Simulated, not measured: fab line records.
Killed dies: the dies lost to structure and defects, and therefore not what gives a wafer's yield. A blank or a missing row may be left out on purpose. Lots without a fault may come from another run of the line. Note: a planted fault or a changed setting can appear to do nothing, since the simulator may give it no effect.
Split-lot study :: flow sfqLine :: 23 wafers read from 5 lots, route of 325 steps

== THE SPLIT ITSELF ==
At SFQ_TRILAYER_I0_VIA_LITHO_COAT_031 (resist thk 650 nm), the setting spinRpm was moved away from the recipe's 3000 rpm on 11 of the 23 wafers read, by -7.3% to +6.8%. The other wafers ran this setting at the recipe's value.

No step appears in the file between the split and the reading.

== THE READING ==
KrF_of_TRILAYER_I0_VIA_LITHO_COAT_031.thkNm (the simulator's own value, which no gauge read), in nm, at SFQ_TRILAYER_I0_VIA_ETCH_VIA_ETCH_034 (etches SiO2 in CHF3, stops on Nb, target depth 260 nm). No usual value for it is given in the file. Across the 12 wafers here that went through the recipe, the average is 530.8 nm and the standard deviation 1.7 nm.

wafer: L076.1
tool, chamber at the split: lithoTrack-02, 0
spinRpm as run, rpm: 3000
against the recipe: recipe
KrF_of_TRILAYER_I0_VIA_LITHO_COAT_031.thkNm, nm: 530.7
against lot-mates on the recipe: -

wafer: L076.2
tool, chamber at the split: lithoTrack-02, 0
spinRpm as run, rpm: 3164
against the recipe: +5.5%
KrF_of_TRILAYER_I0_VIA_LITHO_COAT_031.thkNm, nm: 507.3
against lot-mates on the recipe: -22.9

wafer: L076.3
tool, chamber at the split: lithoTrack-02, 0
spinRpm as run, rpm: 3164
against the recipe: +5.5%
KrF_of_TRILAYER_I0_VIA_LITHO_COAT_031.thkNm, nm: 511.1
against lot-mates on the recipe: -19.1

wafer: L076.4
tool, chamber at the split: lithoTrack-02, 0
spinRpm as run, rpm: 3164
against the recipe: +5.5%
KrF_of_TRILAYER_I0_VIA_LITHO_COAT_031.thkNm, nm: 511.4
against lot-mates on the recipe: -18.8

wafer: L076.5
tool, chamber at the split: lithoTrack-02, 0
spinRpm as run, rpm: 3000
against the recipe: recipe
KrF_of_TRILAYER_I0_VIA_LITHO_COAT_031.thkNm, nm: 529.7
against lot-mates on the recipe: -

wafer: L077.1
tool, chamber at the split: lithoTrack-02, 0
spinRpm as run, rpm: 3000
against the recipe: recipe
KrF_of_TRILAYER_I0_VIA_LITHO_COAT_031.thkNm, nm: 532.3
against lot-mates on the recipe: -

wafer: L077.2
tool, chamber at the split: lithoTrack-02, 0
spinRpm as run, rpm: 3000
against the recipe: recipe
KrF_of_TRILAYER_I0_VIA_LITHO_COAT_031.thkNm, nm: 533.3
against lot-mates on the recipe: -

wafer: L077.3
tool, chamber at the split: lithoTrack-02, 0
spinRpm as run, rpm: 2782
against the recipe: -7.3%
KrF_of_TRILAYER_I0_VIA_LITHO_COAT_031.thkNm, nm: 555.6
against lot-mates on the recipe: +22.7

wafer: L077.4
tool, chamber at the split: lithoTrack-02, 0
spinRpm as run, rpm: 3000
against the recipe: recipe
KrF_of_TRILAYER_I0_VIA_LITHO_COAT_031.thkNm, nm: 533
against lot-mates on the recipe: -

wafer: L077.6
tool, chamber at the split: lithoTrack-02, 0
spinRpm as run, rpm: 2782
against the recipe: -7.3%
KrF_of_TRILAYER_I0_VIA_LITHO_COAT_031.thkNm, nm: 556.2
against lot-mates on the recipe: +23.3

wafer: L080.1
tool, chamber at the split: lithoTrack-04, 0
spinRpm as run, rpm: 3000
against the recipe: recipe
KrF_of_TRILAYER_I0_VIA_LITHO_COAT_031.thkNm, nm: 531.5
against lot-mates on the recipe: -

wafer: L080.3
tool, chamber at the split: lithoTrack-04, 0
spinRpm as run, rpm: 3000
against the recipe: recipe
KrF_of_TRILAYER_I0_VIA_LITHO_COAT_031.thkNm, nm: 532.6
against lot-mates on the recipe: -

wafer: L080.6
tool, chamber at the split: lithoTrack-04, 0
spinRpm as run, rpm: 3000
against the recipe: recipe
KrF_of_TRILAYER_I0_VIA_LITHO_COAT_031.thkNm, nm: 530.3
against lot-mates on the recipe: -

wafer: L083.1
tool, chamber at the split: lithoTrack-01, 0
spinRpm as run, rpm: 3178
against the recipe: +5.9%
KrF_of_TRILAYER_I0_VIA_LITHO_COAT_031.thkNm, nm: 507.9
against lot-mates on the recipe: -21.2

wafer: L083.3
tool, chamber at the split: lithoTrack-01, 0
spinRpm as run, rpm: 3178
against the recipe: +5.9%
KrF_of_TRILAYER_I0_VIA_LITHO_COAT_031.thkNm, nm: 510.6
against lot-mates on the recipe: -18.5

wafer: L083.4
tool, chamber at the split: lithoTrack-01, 0
spinRpm as run, rpm: 3000
against the recipe: recipe
KrF_of_TRILAYER_I0_VIA_LITHO_COAT_031.thkNm, nm: 530.1
against lot-mates on the recipe: -

wafer: L083.5
tool, chamber at the split: lithoTrack-01, 0
spinRpm as run, rpm: 3000
against the recipe: recipe
KrF_of_TRILAYER_I0_VIA_LITHO_COAT_031.thkNm, nm: 528.1
against lot-mates on the recipe: -

wafer: L083.6
tool, chamber at the split: lithoTrack-01, 0
spinRpm as run, rpm: 3178
against the recipe: +5.9%
KrF_of_TRILAYER_I0_VIA_LITHO_COAT_031.thkNm, nm: 511.7
against lot-mates on the recipe: -17.4

wafer: L084.1
tool, chamber at the split: lithoTrack-01, 0
spinRpm as run, rpm: 3204
against the recipe: +6.8%
KrF_of_TRILAYER_I0_VIA_LITHO_COAT_031.thkNm, nm: 508.6
against lot-mates on the recipe: -20.6

wafer: L084.2
tool, chamber at the split: lithoTrack-01, 0
spinRpm as run, rpm: 3204
against the recipe: +6.8%
KrF_of_TRILAYER_I0_VIA_LITHO_COAT_031.thkNm, nm: 507.2
against lot-mates on the recipe: -22.1

wafer: L084.4
tool, chamber at the split: lithoTrack-01, 0
spinRpm as run, rpm: 3000
against the recipe: recipe
KrF_of_TRILAYER_I0_VIA_LITHO_COAT_031.thkNm, nm: 528.3
against lot-mates on the recipe: -

wafer: L084.5
tool, chamber at the split: lithoTrack-01, 0
spinRpm as run, rpm: 3204
against the recipe: +6.8%
KrF_of_TRILAYER_I0_VIA_LITHO_COAT_031.thkNm, nm: 508.3
against lot-mates on the recipe: -20.9

wafer: L084.6
tool, chamber at the split: lithoTrack-01, 0
spinRpm as run, rpm: 3000
against the recipe: recipe
KrF_of_TRILAYER_I0_VIA_LITHO_COAT_031.thkNm, nm: 530.2
against lot-mates on the recipe: -

THE FIT
A straight line over all 23 wafers: KrF_of_TRILAYER_I0_VIA_LITHO_COAT_031.thkNm changes by -3.49 nm for each +1% of spinRpm; r = -0.99; the points scatter about the line by 1.8 nm.
The same after taking each lot's own level away (the mean of its wafers on the recipe; 23 wafers): -3.25 nm for each +1%; r = -0.99; scatter 1.5 nm.
The reading moves by 24 nm for the largest change in spinRpm, on that fit.
From 529.10 to 532.87 nm: that is the span of the lots' own levels, equal to 2.3 times the standard deviation above.
Hence the lot-to-lot level has little effect on the slope; both slopes agree.
Check: for one of the wafers moved furthest among these (-7.3%), held out of the fit, the line's prediction against its lot-mates is +23.7 nm. It came out at +22.7 nm against them.

== FURTHER SPLITS ON THESE WAFERS ==
Note: prior to the reading, these wafers also went through further splits. Each is held against what the fit with the lots' levels taken away leaves over:
other split on the same wafers: SFQ_TRILAYER_L0_LITHO_COAT_010 resistThkNm
wafers away from the commonest value: 10
r with KrF_of_TRILAYER_I0_VIA_LITHO_COAT_031.thkNm (lot level and that fit taken away): +0.10

other split on the same wafers: SFQ_TRILAYER_L0_VIA_LITHO_COAT_018 resistThkNm
wafers away from the commonest value: 7
r with KrF_of_TRILAYER_I0_VIA_LITHO_COAT_031.thkNm (lot level and that fit taken away): +0.30

other split on the same wafers: SFQ_TRILAYER_L0_VIA_BARC_OPEN_VIA_ETCH_021 biasW
wafers away from the commonest value: 6
r with KrF_of_TRILAYER_I0_VIA_LITHO_COAT_031.thkNm (lot level and that fit taken away): +0.10

other split on the same wafers: SFQ_TRILAYER_M0_LITHO_COAT_021 resistThkNm
wafers away from the commonest value: 9
r with KrF_of_TRILAYER_I0_VIA_LITHO_COAT_031.thkNm (lot level and that fit taken away): -0.05

other split on the same wafers: SFQ_TRILAYER_M0_BARC_OPEN_METAL_ETCH_031 biasW
wafers away from the commonest value: 8
r with KrF_of_TRILAYER_I0_VIA_LITHO_COAT_031.thkNm (lot level and that fit taken away): +0.37

other split on the same wafers: SFQ_TRILAYER_I0_CMP_CMP_028 leaveAboveRefNm
wafers away from the commonest value: 8
r with KrF_of_TRILAYER_I0_VIA_LITHO_COAT_031.thkNm (lot level and that fit taken away): +0.01

== THE WHOLE CHAIN: every reading that the file lists as answering this split, in the file's order ==
step: SFQ_TRILAYER_I0_VIA_LITHO_COAT_031
what it does: resist thk 650 nm
reading: KrF_of_TRILAYER_I0_VIA_LITHO_COAT_031.thkNm (the simulator's own value, which no gauge read)
change (the file's fit): -3.17 nm for each +1% of the setting
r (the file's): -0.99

step: SFQ_TRILAYER_I0_VIA_ETCH_VIA_ETCH_034
what it does: etches SiO2 in CHF3, stops on Nb, target depth 260 nm
reading: KrF_of_TRILAYER_I0_VIA_LITHO_COAT_031.thkNm (the simulator's own value, which no gauge read)
change (the file's fit): -3.26 nm for each +1% of the setting
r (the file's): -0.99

== THE FILE'S OWN FIT ==
KrF_of_TRILAYER_I0_VIA_LITHO_COAT_031.thkNm changes by -3.26 nm for each +1% of spinRpm, r = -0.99.
